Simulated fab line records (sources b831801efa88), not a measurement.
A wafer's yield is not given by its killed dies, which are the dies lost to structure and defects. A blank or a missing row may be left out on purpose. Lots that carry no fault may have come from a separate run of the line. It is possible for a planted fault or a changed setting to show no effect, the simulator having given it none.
Chamber matching + flow sky130 + 3 sister chambers for SKY_VIA3_HDPCVD_00 on hdpcvd-02
The step deposits SiO2, target thk 1635 nm, time 272.5 s. 6 wafers are shown with their chamber, then 8 later ones without.

WAFERS, EACH WITH ITS CHAMBER
| wafer  | chamber | sih4-flow-sccm (sccm) |
|--------|---------|-----------------------|
| L731.3 | 1       | 59.75                 |
| L731.6 | 1       | 59.97                 |
| L733.1 | 2       | 60.30                 |
| L733.3 | 0       | 60.12                 |
| L733.6 | 2       | 60.26                 |
| L735.2 | 0       | 59.86                 |

WAFERS MISSING THEIR CHAMBER
| wafer  | sih4-flow-sccm (sccm) |
|--------|-----------------------|
| L735.4 | 60.24                 |
| L735.6 | 59.85                 |
| L737.1 | 59.82                 |
| L737.2 | 59.85                 |
| L737.6 | 59.95                 |
| L741.4 | 59.95                 |
| L741.5 | 60.09                 |
| L741.6 | 59.61                 |

CHAMBER TAKEN BY EACH
| wafer  | from the rows above          | in truth |
|--------|------------------------------|----------|
| L735.4 | can't be placed: 2 or 0      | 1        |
| L735.6 | can't be placed: 1 or 0      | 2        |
| L737.1 | can't be placed: 1 or 0      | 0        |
| L737.2 | can't be placed: 1 or 0      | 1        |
| L737.6 | can't be placed: 0 or 1      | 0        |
| L741.4 | can't be placed: 0 or 1      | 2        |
| L741.5 | can't be placed: 0 or 2 or 1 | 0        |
| L741.6 | can't be placed: 1 or 0      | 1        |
Correct placement for 0 of the 8. From these rows, 8 cannot be placed; in 5 the true chamber is one of the candidates. Placed wrongly: 0.
How it was worked out, from the rows above alone: a wafer's distance from a chamber is the root of the sum, over the readings, of the square of ((its reading less the chamber's mean) divided by the reading's scatter). If the next closest chamber is less than 2 further off than the closest, the wafer can't be placed; otherwise it belongs to the closest. A chamber's mean is the mean of its shown wafers. The scatter is the square root of a quotient: the sum, over the shown wafers, of each reading's squared deviation from its chamber's mean, divided by wafers minus chambers.
